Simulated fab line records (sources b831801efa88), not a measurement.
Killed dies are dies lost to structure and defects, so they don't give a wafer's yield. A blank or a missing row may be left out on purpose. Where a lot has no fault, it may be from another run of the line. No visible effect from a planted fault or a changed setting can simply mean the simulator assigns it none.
Matching of chambers	flow sky130	4 sister chambers for SKY_VIA3_CMP_02 on cmp-02
The step polishes SiO2. 8 wafers are shown with their chamber, then 12 later ones without.

WAFERS WITH THEIR CHAMBER
wafer	chamber	motor current A (A)
L089.3	0	11.3
L089.5	0	11.0
L089.6	1	10.7
L090.2	1	11.4
L090.4	3	13.9
L092.2	2	10.1
L092.4	3	13.5
L092.5	2	9.8

WAFERS MISSING THEIR CHAMBER
wafer	motor current A (A)
L092.1	10.9
L092.3	11.6
L092.6	14.6
L091.1	10.3
L091.4	10.7
L091.6	14.1
L093.1	14.5
L093.2	12.1
L093.3	11.6
L095.3	11.3
L095.5	10.9
L095.6	12.2

WHICH CHAMBER EACH WENT THROUGH
wafer	from the rows above	in truth
L092.1	can't be placed: 1 or 0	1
L092.3	can't be placed: 0 or 1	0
L092.6	3	3
L091.1	can't be placed: 2 or 1 or 0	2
L091.4	can't be placed: 1 or 0 or 2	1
L091.6	3	3
L093.1	3	3
L093.2	can't be placed: 0 or 1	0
L093.3	can't be placed: 0 or 1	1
L095.3	can't be placed: 0 or 1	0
L095.5	can't be placed: 1 or 0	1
L095.6	can't be placed: 0 or 1 or 3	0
Correct placement for 3 of the 12. Not placeable from these rows: 9 (in 9, the candidates include the true chamber). Number placed wrongly: 0.
How it was worked out, from the rows above alone: a wafer's distance from a chamber is the root of the sum, over the readings, of the square of ((its reading less the chamber's mean) divided by the reading's scatter). If the next closest chamber is less than 2 further off than the closest, the wafer can't be placed; otherwise it belongs to the closest. For every chamber, the mean is computed from those of its wafers that are shown. How the scatter is found: for the shown wafers, subtract from each reading the mean of its chamber, square and add these, divide the total by (wafers less chambers), then take the root.
